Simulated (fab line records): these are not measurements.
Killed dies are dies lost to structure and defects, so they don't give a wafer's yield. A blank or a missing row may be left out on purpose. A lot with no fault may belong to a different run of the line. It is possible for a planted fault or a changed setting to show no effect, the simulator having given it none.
Struck lot and sound lot, side by side -- flow sky130 -- 44 steps out of a route of 708
Sound: the wafers L128.2, L128.4, L128.5. The struck wafers were L141.3, L141.4, L141.6. At the end, the cause is stated.
At each step with rows: each side's tool, then ch and its chambers, then its first start. Under that, the readings that differ: sound wafers -- struck wafers -- difference of the means -- sigmas: that difference in standard deviations of wafers without a fault.
alike: same words and numbers on both sides, and readings whose means sit less than 2 such deviations apart. not compared: any withheld reading, any reading some wafer has no value for, any bound like >300 that may hide the same value, and any number with overlapping values for which the record gives no deviation.
A row with sigmas, a row that says differs or no value, or rows on one side alone: a step with any of these is where the two part. Numbers that have no deviation but don't overlap get no sigmas and don't part them. A reading missing from all wafers of one side parts the sides only when that side holds two or more wafers.

first, 5 steps without rows for these wafers: SKY_VIA2_STRIP_17 (strips in post etch residue remover, time 1200 s); SKY_VIA2_CLEAN_18 (cleans in IPA, time 180 s); SKY_VIA2_CLEAN_19 (cleans in O3/DIW); SKY_VIA2_SPUTTER_20 (material TiN, target thk 20 nm, time 80 s); SKY_VIA2_CVD_21 (deposits W, target thk 420 nm, time 126.4 s).
SKY_VIA2_RS_MEAS_22: measures by four-point-probe.
  sound: filmMetro-01 at day 39 06:52; struck: filmMetro-03 at day 42 22:54
reading,sound,struck,difference,sigmas
VIA2_W_RS (ohm/sq),0.260 0.262 0.262,0.278 0.270 0.271,+0.012,+2
SKY_VIA2_THK_MEAS_23: measures by xrf.
  sound: filmMetro-01 at day 39 06:58; struck: filmMetro-03 at day 42 23:00
reading,sound,struck,difference,sigmas
VIA2_W_THK (nm),450 453 450,422 431 432,-23,-2
then, 1 step without rows for these wafers: SKY_VIA2_CMP_24 (polishes, stops on SiO2, t overpolish 20 s, target thk 0 nm).
SKY_METAL3_SPUTTER_00: material Ti, target thk 15 nm, time 10 s.
  sound: pvdSputter-02 at day 39 07:49; struck: pvdSputter-02 at day 42 23:20
  alike: cathodeDcPowerW, throttleValvePct
then, 2 steps without rows for these wafers: SKY_METAL3_SPUTTER_01 (material TiN, target thk 20 nm, time 16.7 s); SKY_METAL3_SPUTTER_02 (material AlCu, target thk 735 nm, time 39.1 s).
SKY_METAL3_SPUTTER_03: material Ti, target thk 5 nm, time 3.3 s.
  sound: pvdSputter-02 at day 39 07:55; struck: pvdSputter-02 at day 42 23:25
  alike: cathodeDcPowerW, throttleValvePct
SKY_METAL3_SPUTTER_04: material TiN, target thk 70 nm, time 58.3 s.
  sound: pvdSputter-02 at day 39 07:56; struck: pvdSputter-02 at day 42 23:26
reading,sound,struck,difference,sigmas
model.TiN_of_METAL3_SPUTTER_04.thkNm (nm),69.19 68.57 69.09,136 135.4 134.9,+66,
  alike: cathodeDcPowerW, throttleValvePct
SKY_CAPM_CVD_00: deposits SiO2, target thk 15.5 nm.
  sound on pecvd-01 ch 1,2, day 39 07:59; struck on pecvd-03 ch 0,2, day 42 23:30
  alike: heaterPowerW
SKY_CAPM_THK_MEAS_01:
  sound: filmMetro-04 at day 39 08:01; struck: filmMetro-04 at day 42 23:32
  alike: CAPM_CVD_00_THK
SKY_CAPM_SPUTTER_02: material TiN, target thk 200 nm, time 166.7 s.
  sound: pvdSputter-03 at day 39 08:04; struck: pvdSputter-03 at day 42 23:35
  alike: cathodeDcPowerW, throttleValvePct
SKY_CAPM_RS_MEAS_03: measures by four-point-probe.
  sound: filmMetro-03 at day 39 08:11; struck: filmMetro-03 at day 42 23:44
  alike: CAPM_TIN_RS
SKY_CAPM_THK_MEAS_04: measures by xrf.
  sound: filmMetro-03 at day 39 08:18; struck: filmMetro-03 at day 42 23:50
  alike: CAPM_TIN_THK
then, 7 steps without rows for these wafers: SKY_CAPM_DEHYDRATE_05 (time 60 s); SKY_CAPM_HMDS_06 (prime time 60 s); SKY_CAPM_COAT_07 (resist thk 1140 nm); SKY_CAPM_SOFTBAKE_08 (time 60 s); SKY_CAPM_EXPOSE_09 (exposes mask CAPM, target cd 1000 nm); SKY_CAPM_PEB_10; SKY_CAPM_DEVELOP_11 (develop time 60 s).
SKY_CAPM_OVL_MEAS_12:
  sound: overlay-02 at day 40 08:16; struck: overlay-01 at day 43 22:20
  alike: CAPM_OVL
SKY_CAPM_METAL_ETCH_13: etches TiN in Cl2/BCl3, stops on SiO2, target depth 220 nm, time 62.9 s.
  sound on rieMetal-03 ch 0,1, day 40 08:17; struck on rieMetal-03 ch 0, day 43 22:25
  alike: drypumpMotorCurrentA, oesProductAu, throttleValvePct
  not compared: rfHoursCounterH
then, 12 steps without rows for these wafers: SKY_CAPM_STRIP_14 (strips in O2/N2); SKY_CAPM_STRIP_15 (strips in post etch residue remover, time 1200 s); SKY_CAPM_CLEAN_16 (cleans in IPA, time 180 s); SKY_CAPM_CLEAN_17 (cleans in O3/DIW); SKY_METAL3_DEHYDRATE_05 (time 60 s); SKY_METAL3_HMDS_06 (prime time 60 s); SKY_METAL3_COAT_07 (resist thk 60 nm); SKY_METAL3_COAT_08 (resist thk 1140 nm); SKY_METAL3_SOFTBAKE_09 (time 90 s); SKY_METAL3_EXPOSE_10 (exposes mask MM3, target cd 300 nm); SKY_METAL3_PEB_11; SKY_METAL3_DEVELOP_12 (develop time 60 s).
SKY_METAL3_CD_MEAS_13: the cd target is 300 nm.
  sound: cdSem-02 at day 41 08:38; struck: cdSem-01 at day 44 21:22
  alike: cdNm
SKY_METAL3_OVL_MEAS_14:
  sound: overlay-02 at day 41 08:44; struck: overlay-02 at day 44 21:28
  alike: METAL3_OVL
then, 1 step without rows for these wafers: SKY_METAL3_DESCUM_15 (chemistry O2, time 8 s).
SKY_METAL3_METAL_ETCH_18: etches the open film in Cl2/BCl3, stops on SiO2, target depth 845 nm, time 183.1 s.
  sound on rieMetal-04 ch 1, day 41 08:57; struck on rieMetal-04 ch 0,1, day 44 21:41
reading,sound,struck,difference,sigmas
oesProductAu (a.u.),0.856 0.859 0.859,0.907 0.897 0.888,+0.039,+7
  alike: drypumpMotorCurrentA, throttleValvePct
  not compared: rfHoursCounterH
-- the record jumps here: 6 days lie between the struck wafers' starts before and after (it left off in module METAL3 and takes up again in module PAD_OPEN, whose first step shown is number 708 of the route) --
SKY_PAD_OPEN_PROBE_99:
  sound: prober-01 at day 48 02:41; struck: prober-02 at day 50 19:59
reading,sound,struck,difference,sigmas
model.etest.via3Chain.rcOhm,9.194 9.334 9.367,11.63 11.82 11.79,+2.45,
  alike: defectLimitedYield, killed_at_M0_to_M3, killed_at_M4_up, killedAtContacts, killedAtFrontEnd, killedAtOther, killedDies, killedOpen, killedShort, sort_bin_3_pad_short, sort_bin_5_function, sort_bin_6_memory, sortNPass, sortYieldPct

== WHERE THEY PART ==
Earliest at SKY_VIA2_RS_MEAS_22; latest, in this record, at SKY_METAL3_METAL_ETCH_18. Later steps at which nothing parts them and some readings are alike: SKY_PAD_OPEN_PROBE_99.

WHY: what the simulator had put in
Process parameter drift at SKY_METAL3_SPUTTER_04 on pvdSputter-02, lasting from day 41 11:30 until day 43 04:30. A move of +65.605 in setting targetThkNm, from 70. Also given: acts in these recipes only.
